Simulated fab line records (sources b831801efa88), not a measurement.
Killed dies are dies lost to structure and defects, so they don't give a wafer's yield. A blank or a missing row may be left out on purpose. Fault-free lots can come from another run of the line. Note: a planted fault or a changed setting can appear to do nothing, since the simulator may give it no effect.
What tool caused it? | flow sky130 | 14 lots, 42 wafers sampled, at 4 steps of a route of 708

== WHAT THE GAUGES READ, wafer by wafer ==
SKY_NWELL_OVL_MEAS_23.
lot  | measured     | on         | NWELL_01_OVL (nm)
L564 | day 5 10:07  | overlay-01 | -1.4 -2.3 1.8
L565 | day 5 16:13  | overlay-02 | -2.0 -2.4 -1.8
L566 | day 5 23:05  | overlay-02 | -0.3 -2.2 -1.3
L567 | day 6 07:16  | overlay-01 | 0.3 -0.4 -1.2
L568 | day 6 16:40  | overlay-01 | -0.8 0.4 -1.5
L570 | day 6 20:27  | overlay-02 | -1.3 -4.4 -4.2
L571 | day 7 05:10  | overlay-02 | -2.3 -2.7 -0.7
L573 | day 7 15:31  | overlay-01 | -3.8 -3.1 -2.2
L574 | day 7 19:20  | overlay-02 | -1.4 -3.0 -2.5
L575 | day 8 00:58  | overlay-01 | -3.6 -4.5 -3.6
L576 | day 8 09:28  | overlay-01 | 0.0 -0.8 -1.8
L582 | day 9 22:16  | overlay-01 | -1.2 0.2 -1.7
L584 | day 10 07:29 | overlay-01 | -1.1 0.4 -1.4
L585 | day 10 14:49 | overlay-02 | -4.0 -3.9 -2.5

SKY_SPACER_THK_MEAS_01.
lot  | measured     | on            | SPACER_CVD_00_THK (nm)
L564 | day 23 02:38 | film_metro-04 | 43.8 43.6 43.5
L565 | day 23 10:25 | film_metro-03 | 43.4 43.5 42.9
L566 | day 23 19:55 | film_metro-03 | 43.8 43.7 43.4
L567 | day 24 09:31 | film_metro-03 | 42.7 42.9 42.9
L568 | day 24 23:06 | film_metro-03 | 43.6 43.5 43.2
L570 | day 25 04:23 | film_metro-04 | 43.0 43.3 43.2
L571 | day 25 14:14 | film_metro-03 | 43.6 43.1 43.1
L573 | day 26 09:50 | film_metro-04 | 42.7 42.9 43.2
L574 | day 26 13:05 | film_metro-04 | 43.5 43.9 43.5
L575 | day 26 22:53 | film_metro-01 | 43.2 43.2 43.5
L576 | day 27 05:16 | film_metro-01 | 43.8 43.9 43.6
L582 | day 29 06:47 | film_metro-01 | 43.6 43.3 43.3
L584 | day 29 18:45 | film_metro-03 | 43.0 43.2 43.1
L585 | day 30 03:38 | film_metro-04 | 43.2 42.9 43.0

== TOOL THAT RAN EACH LOT (tool first, then ch and the chambers of the sampled wafers, then the start) ==
lot  | SKY_NWELL_RTA_28                 | SKY_LDD_HVP_IMPLANT_08
L564 | rtp_anneal-02 ch 0, day 5 10:31  | implanter-02 ch 0, day 21 18:14
L565 | rtp_anneal-01 ch 0, day 5 16:37  | implanter-02 ch 0, day 22 02:30
L566 | rtp_anneal-02 ch 0, day 5 23:29  | implanter-02 ch 0, day 22 09:38
L567 | rtp_anneal-02 ch 0, day 6 07:40  | implanter-02 ch 0, day 23 00:35
L568 | rtp_anneal-01 ch 0, day 6 17:04  | implanter-01 ch 0, day 23 14:23
L570 | rtp_anneal-02 ch 0, day 6 20:52  | implanter-04 ch 0, day 23 20:31
L571 | rtp_anneal-01 ch 0, day 7 05:34  | implanter-02 ch 0, day 24 07:03
L573 | rtp_anneal-02 ch 0, day 7 15:56  | implanter-02 ch 0, day 25 02:14
L574 | rtp_anneal-02 ch 0, day 7 19:49  | implanter-01 ch 0, day 25 05:29
L575 | rtp_anneal-02 ch 0, day 8 01:23  | implanter-02 ch 0, day 25 14:22
L576 | rtp_anneal-01 ch 0, day 8 09:52  | implanter-01 ch 0, day 25 21:38
L582 | rtp_anneal-02 ch 0, day 9 22:42  | implanter-04 ch 0, day 28 02:27
L584 | rtp_anneal-01 ch 0, day 10 07:54 | implanter-02 ch 0, day 28 12:39
L585 | rtp_anneal-02 ch 0, day 10 15:16 | implanter-02 ch 0, day 28 22:54
- SKY_NWELL_RTA_28: time 30 s.
- SKY_LDD_HVP_IMPLANT_08

== AS READ BY THE TOOLS THEMSELVES (means over the sampled wafers that have a number; for cases with no such wafer, the mark the record gives instead) ==
SKY_NWELL_RTA_28.
lot  | tool          | lamp_power_pct (%) | wafer_temp_C_max
L564 | rtp_anneal-02 | 25.30              | 1054.7
L565 | rtp_anneal-01 | 25.32              | 1055.0
L566 | rtp_anneal-02 | 25.23              | 1053.8
L567 | rtp_anneal-02 | 25.28              | 1055.7
L568 | rtp_anneal-01 | 25.37              | 1055.2
L570 | rtp_anneal-02 | 25.27              | 1054.5
L571 | rtp_anneal-01 | 25.30              | 1054.6
L573 | rtp_anneal-02 | 25.33              | 1054.8
L574 | rtp_anneal-02 | 25.30              | 1055.9
L575 | rtp_anneal-02 | 25.37              | 1054.3
L576 | rtp_anneal-01 | 25.30              | 1055.7
L582 | rtp_anneal-02 | 25.30              | 1055.2
L584 | rtp_anneal-01 | 25.29              | 1054.4
L585 | rtp_anneal-02 | 25.28              | 1055.2

SKY_LDD_HVP_IMPLANT_08.
lot  | tool         | dose_ions_cm2
L564 | implanter-02 | 1.6985e+13
L565 | implanter-02 | 1.7014e+13
L566 | implanter-02 | 1.6987e+13
L567 | implanter-02 | 1.6979e+13
L568 | implanter-01 | 1.6969e+13
L570 | implanter-04 | 1.7012e+13
L571 | implanter-02 | 1.6993e+13
L573 | implanter-02 | 1.7001e+13
L574 | implanter-01 | 1.6983e+13
L575 | implanter-02 | 1.6989e+13
L576 | implanter-01 | 1.6988e+13
L582 | implanter-04 | 1.6985e+13
L584 | implanter-02 | 1.7561e+13
L585 | implanter-02 | 1.7548e+13

== THE ANSWER, worked out from the rows above alone ==
Rule: what is usual is taken from the lots themselves. The widest of any qualifying gaps counts: lots, ordered by their means at a reading, are off when they make up no more than a third of the lots, leave a main group of 4 or more, and stand apart from it by 3 or more times the standard deviation of that group's means. If all means in a main group match to the digits the tables above print for the reading, that group is not used. A lot without any number at a reading at which 4 lots or more have one is off too. Any other lot the step has rows for is counted as sound. First the gauges in route order, then the tools' own readings, where a lot's mean is used as printed above. At the first step where some lot is off, the reading lying furthest off is the one used; lots without a number count as furthest.
Off: L584, L585, at SKY_LDD_HVP_IMPLANT_08 (dose_ions_cm2). The main group: mean 1.6990e+13, standard deviation 1.2e+10.
If a tool, at that step or one of the process steps before it, ran each lot that is off and ran no sound lot following the first of them, it fits. One candidate fits, namely implanter-02 at SKY_LDD_HVP_IMPLANT_08. A fault onset in the window from L575 (day 25 14:22, its last sound lot) to L584 (day 28 12:39, its first lot off) fits.
The tool's own readings at SKY_LDD_HVP_IMPLANT_08 bear it out: on the lots that are off they differ by more than 5 times the standard deviation of the sound lots' means. dose_ions_cm2 reads 1.7554e+13 there against 1.6990e+13 on the sound lots.

== WHAT HAD BEEN PUT IN BY THE SIMULATOR ==
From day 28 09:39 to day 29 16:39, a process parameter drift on implanter-02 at SKY_LDD_HVP_IMPLANT_08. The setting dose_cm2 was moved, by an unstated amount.
Lots struck among those shown: L584, L585. The rule above found the same.
